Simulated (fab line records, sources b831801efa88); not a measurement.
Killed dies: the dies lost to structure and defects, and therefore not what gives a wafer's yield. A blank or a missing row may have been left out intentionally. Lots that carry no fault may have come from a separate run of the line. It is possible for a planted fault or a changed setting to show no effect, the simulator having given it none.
Which tool is to blame? / flow gf180mcu / Sampling: 6 lots, 18 wafers, 3 of 602 route steps

== WHAT THE GAUGES READ, wafer by wafer ==
GF_V4_THK_MEAS_03.
lot=L100; measured=day 24 03:50; on=filmMetro-02; V4_CVD_02_THK (nm)=851 860 870
lot=L102; measured=day 25 01:16; on=filmMetro-04; V4_CVD_02_THK (nm)=870 866 860
lot=L104; measured=day 25 13:00; on=filmMetro-02; V4_CVD_02_THK (nm)=860 879 873
lot=L106; measured=day 26 04:52; on=filmMetro-04; V4_CVD_02_THK (nm)=860 849 865
lot=L108; measured=day 26 19:05; on=filmMetro-02; V4_CVD_02_THK (nm)=851 866 857
lot=L118; measured=day 29 19:21; on=filmMetro-04; V4_CVD_02_THK (nm)=847 844 859

== TOOL THAT RAN EACH LOT (tool first, then ch and the chambers of the sampled wafers, then the start) ==
lot=L100; GF_M3_SPUTTER_04=pvdSputter-02, day 21 02:57; GF_M4_SPUTTER_02=pvdSputter-01, day 23 04:13
lot=L102; GF_M3_SPUTTER_04=pvdSputter-02, day 22 00:49; GF_M4_SPUTTER_02=pvdSputter-04, day 24 01:40
lot=L104; GF_M3_SPUTTER_04=pvdSputter-01, day 22 13:23; GF_M4_SPUTTER_02=pvdSputter-02, day 24 14:19
lot=L106; GF_M3_SPUTTER_04=pvdSputter-01, day 23 06:34; GF_M4_SPUTTER_02=pvdSputter-04, day 25 06:32
lot=L108; GF_M3_SPUTTER_04=pvdSputter-03, day 23 23:18; GF_M4_SPUTTER_02=pvdSputter-01, day 25 21:31
lot=L118; GF_M3_SPUTTER_04=pvdSputter-02, day 27 01:42; GF_M4_SPUTTER_02=pvdSputter-01, day 29 00:42
- GF_M3_SPUTTER_04: material TiN, target thk 50 nm, time 41.7 s.
- GF_M4_SPUTTER_02: material AlCu, target thk 450 nm, time 23.9 s.

== THE ANSWER, worked out from the rows above alone ==
Rule: usual is defined by the lots themselves. The widest of any qualifying gaps counts: lots, ordered by their means at a reading, are off when they make up no more than a third of the lots, leave a main group of 4 or more, and stand apart from it by 3 or more times the standard deviation of that group's means. A main group whose means are all the same, to the digits that the tables above print for the reading, isn't used. A lot without any number at a reading at which 4 lots or more have one is off too. The other lots that the step has rows for count as sound.
No lot is off at any reading shown: from this, nothing can be told.

== WHAT HAD BEEN PUT IN BY THE SIMULATOR ==
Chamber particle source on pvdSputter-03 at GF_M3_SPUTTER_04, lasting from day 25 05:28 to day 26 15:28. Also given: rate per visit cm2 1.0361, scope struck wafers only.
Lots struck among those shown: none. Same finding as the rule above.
